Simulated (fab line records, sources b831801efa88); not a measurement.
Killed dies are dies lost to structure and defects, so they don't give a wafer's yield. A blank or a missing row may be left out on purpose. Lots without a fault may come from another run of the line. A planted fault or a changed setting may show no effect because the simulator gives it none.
Chamber matching | flow sky130 | SKY_VIA1_ETCH_14 on rie_diel-01: 4 sister chambers
The step etches BARC in N2/H2, stops on SiO2, time 45.9 s, target depth 60 nm. 8 wafers are shown with their chamber, then 7 later ones without.

WAFERS WITH THEIR CHAMBER
wafer  | chamber | drypump_motor_current_A (A) | n2_flow_sccm (sccm)
L079.3 | 2       | 6.03                        | 99.6
L082.5 | 0       | 5.56                        | 100.7
L082.6 | 3       | 5.85                        | 99.6
L083.1 | 2       | 6.05                        | 100.3
L083.3 | 3       | 5.79                        | 100.0
L083.4 | 1       | 5.75                        | 99.8
L094.1 | 0       | 5.58                        | 100.4
L094.2 | 1       | 5.75                        | 99.6

WAFERS WITHOUT THEIR CHAMBER
wafer  | drypump_motor_current_A (A) | n2_flow_sccm (sccm)
L094.5 | 5.76                        | 100.0
L096.2 | 5.57                        | 99.4
L096.4 | 6.00                        | 100.4
L096.5 | 5.83                        | 100.0
L097.1 | 5.56                        | 100.2
L097.2 | 5.83                        | 100.1
L097.3 | 6.01                        | 100.3

WHICH CHAMBER EACH WENT THROUGH
wafer  | from the rows above     | in truth
L094.5 | can't be placed: 1 or 3 | 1
L096.2 | 0                       | 0
L096.4 | 2                       | 2
L096.5 | 3                       | 3
L097.1 | 0                       | 0
L097.2 | 3                       | 3
L097.3 | 2                       | 2
Placed correctly: 6 of 7. Can't be placed from these rows: 1 (the true chamber is among the candidates in 1). Placed wrongly: 0.
How it was worked out, from the rows above alone: a wafer's distance from a chamber is the root of the sum, over the readings, of the square of ((its reading less the chamber's mean) divided by the reading's scatter). The wafer belongs to the nearest chamber; if the next one is less than 2 further off, it can't be placed. A chamber's mean is the mean of its shown wafers. The scatter: the root of (the sum of the squares of (reading less its chamber's mean) over the shown wafers, divided by (wafers less chambers)).
